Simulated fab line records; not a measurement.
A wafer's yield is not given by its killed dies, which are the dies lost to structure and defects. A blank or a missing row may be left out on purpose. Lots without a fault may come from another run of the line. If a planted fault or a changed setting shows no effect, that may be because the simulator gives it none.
Chamber matching / flow gf180mcu / GF_PASSIVATION_CVD_02 on pecvd-01 has 3 sister chambers
The step deposits Si3N4, target thk 700 nm, time 486.18 s. 6 wafers are shown with their chamber, then 7 later ones without.

== EACH WAFER AND ITS CHAMBER ==
wafer=L981.1; chamber=2; heater-power-w (W)=969
wafer=L982.1; chamber=1; heater-power-w (W)=711
wafer=L982.5; chamber=0; heater-power-w (W)=669
wafer=L982.6; chamber=1; heater-power-w (W)=566
wafer=L983.3; chamber=0; heater-power-w (W)=705
wafer=L983.4; chamber=2; heater-power-w (W)=1007

== WAFERS WITH NO CHAMBER GIVEN ==
wafer=L983.5; heater-power-w (W)=630
wafer=L996.2; heater-power-w (W)=712
wafer=L996.4; heater-power-w (W)=740
wafer=L996.6; heater-power-w (W)=581
wafer=L998.1; heater-power-w (W)=891
wafer=L998.2; heater-power-w (W)=670
wafer=L998.4; heater-power-w (W)=689

== WHICH CHAMBER EACH ONE RAN IN ==
wafer=L983.5; from the rows above=can't be placed: 1 or 0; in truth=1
wafer=L996.2; from the rows above=can't be placed: 0 or 1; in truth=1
wafer=L996.4; from the rows above=can't be placed: 0 or 1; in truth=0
wafer=L996.6; from the rows above=can't be placed: 1 or 0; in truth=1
wafer=L998.1; from the rows above=can't be placed: 2 or 0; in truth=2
wafer=L998.2; from the rows above=can't be placed: 0 or 1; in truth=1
wafer=L998.4; from the rows above=can't be placed: 0 or 1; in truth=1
Placed correctly: 0 of 7. From these rows, 7 cannot be placed; in 7 the true chamber is one of the candidates. Number placed wrongly: 0.
How it was worked out, from the rows above alone: a wafer's distance from a chamber is the root of the sum, over the readings, of the square of ((its reading less the chamber's mean) divided by the reading's scatter). If the next closest chamber is less than 2 further off than the closest, the wafer can't be placed; otherwise it belongs to the closest. The mean given for a chamber averages the wafers shown for that chamber. The scatter is the square root of a quotient: the sum, over the shown wafers, of each reading's squared deviation from its chamber's mean, divided by wafers minus chambers.
